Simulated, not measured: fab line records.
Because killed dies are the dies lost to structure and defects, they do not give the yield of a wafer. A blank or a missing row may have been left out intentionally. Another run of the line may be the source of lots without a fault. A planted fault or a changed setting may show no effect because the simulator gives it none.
Comparing a struck lot with a sound one    flow sky130    17 steps out of a route of 708
Sound: these wafers, L951.2, L951.5, L951.6. Wafers L964.3, L964.4, L964.5 were the ones struck. Last of all comes the cause.
For every step that has rows: the tool of each side, followed by ch and its chambers, followed by its first start. Under that, the readings that differ: sound wafers    struck wafers    difference of the means    sigmas: that difference in standard deviations of wafers without a fault.
alike: a reading whose means differ by less than 2 such deviations, as well as words and numbers matching on both sides. not compared: withheld readings; readings where some wafer has no value; bounds like >300 that might hide an equal value; numbers whose values overlap and for which the record gives no deviation.
Wherever a step has rows on one side only, a row that says differs or no value, or a row with sigmas, the two part there. Numbers that have no deviation but don't overlap get no sigmas and don't part them. Lack of a reading on every wafer of one side parts them only where that side has two or more wafers.

SKY_VT_ADJUST_HVTR_OVL_MEAS_08:
  struck on overlay-01, day 15 13:40; sound on overlay-01, day 11 13:22
  alike: VT_ADJUST_HVTR_OVL
then, 1 step without rows for these wafers: SKY_VT_ADJUST_HVTR_IMPLANT_09.
SKY_VT_ADJUST_HVTR_STRIP_10: strips in O2/N2.
  sound on plasma asher-01 ch 0,1, day 11 13:32; struck on plasma asher-01 ch 0,1, day 15 13:59
  alike: drypump motor current A, oes product au, strip time to endpoint s
  not compared: rf hours counter h
SKY_VT_ADJUST_HVTR_TW_MEAS_11:
  struck on film metro-04, day 15 14:05; sound on film metro-04, day 11 13:39
  alike: VT_ADJUST_HVTR_TW
then, 7 steps without rows for these wafers: SKY_VT_ADJUST_PCH_DEHYDRATE_00 (time 60 s); SKY_VT_ADJUST_PCH_HMDS_01 (prime time 60 s); SKY_VT_ADJUST_PCH_COAT_02 (resist thk 3000 nm); SKY_VT_ADJUST_PCH_SOFTBAKE_03; SKY_VT_ADJUST_PCH_EXPOSE_04 (exposes mask NWM, target cd 840 nm); SKY_VT_ADJUST_PCH_PEB_05; SKY_VT_ADJUST_PCH_DEVELOP_06 (develop time 60 s).
SKY_VT_ADJUST_PCH_OVL_MEAS_07:
  struck on overlay-02, day 16 19:14; sound on overlay-01, day 12 14:32
  alike: VT_ADJUST_PCH_OVL
SKY_VT_ADJUST_PCH_IMPLANT_08:
  sound on implanter-03 ch 0, day 12 14:40; struck on implanter-01 ch 0, day 16 19:19
reading             sound                          struck                         difference  sigmas
dose ions cm2       4.993e+11 4.999e+11 5.006e+11  3.908e+11 3.909e+11 3.913e+11  -1.089e+11  -99 or more
faraday current uA  2.82 2.80 2.79                 2.16 2.26 2.23                 -0.59       -11
SKY_VT_ADJUST_PCH_STRIP_09: strips in O2/N2.
  sound on plasma asher-01 ch 0,1, day 12 14:47; struck on plasma asher-03 ch 0,1, day 16 19:27
  alike: drypump motor current A, oes product au, strip time to endpoint s
  not compared: rf hours counter h
SKY_VT_ADJUST_PCH_TW_MEAS_10:
  struck on film metro-04, day 16 19:32; sound on film metro-04, day 12 14:53
reading           sound              struck             difference  sigmas
VT_ADJUST_PCH_TW  143.7 143.7 144.9  134.7 135.6 135.4  -8.9        -13
then, 1 step without rows for these wafers: SKY_SONOS_TUNNEL_DEHYDRATE_00 (time 60 s).
-- a jump in the record: the struck wafers' starts before and after are 34 days apart (it breaks off in module SONOS_TUNNEL and resumes in module PAD_OPEN, where the first step shown is number 708 of the route) --
SKY_PAD_OPEN_PROBE_99:
  struck on prober-02, day 50 13:17; sound on prober-02, day 47 20:57
reading                                   sound                    struck                   difference  sigmas
model.etest.pfet_01v8_lvt.off log10 a um  -9.001 -9.012 -9.014     -9.531 -9.657 -9.55      -0.570      
model.etest.pfet g5v0d10v5.vt sat v (V)   -0.6612 -0.7007 -0.6588  -0.713 -0.7123 -0.7082   -0.038      
model.etest.pfet_16v.vt v (V)             -1.131 -1.131 -1.125     -1.167 -1.162 -1.16      -0.034      
model.etest.pfet g5v0d10v5.vt long v (V)  -0.9592 -0.9583 -0.9513  -0.9923 -0.991 -0.9827   -0.0324     
model.etest.pfet_01v8_lvt.vt sat v (V)    -0.4505 -0.4624 -0.4599  -0.4983 -0.502 -0.493    -0.0402     
model.etest.pfet_01v8_lvt.vt v (V)        -0.5414 -0.5512 -0.5494  -0.5802 -0.5788 -0.5803  -0.0324     
  alike: killed_at_M0_to_M3, killed_at_M4_up, killed at contacts, killed at front end, killed at other, killed dies, killed open, killed short
  not compared: model.etest.pfet g5v0d10v5.off log10 a um, model.etest.pfet g5v0d10v5.vt v

== WHERE THEY PART ==
Earliest at SKY_VT_ADJUST_PCH_IMPLANT_08; latest, in this record, at SKY_VT_ADJUST_PCH_TW_MEAS_10. Later steps at which nothing parts them and some readings are alike: SKY_PAD_OPEN_PROBE_99.

WHY: the cause the simulator had injected
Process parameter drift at SKY_VT_ADJUST_PCH_IMPLANT_08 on implanter-01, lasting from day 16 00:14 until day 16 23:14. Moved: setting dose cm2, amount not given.
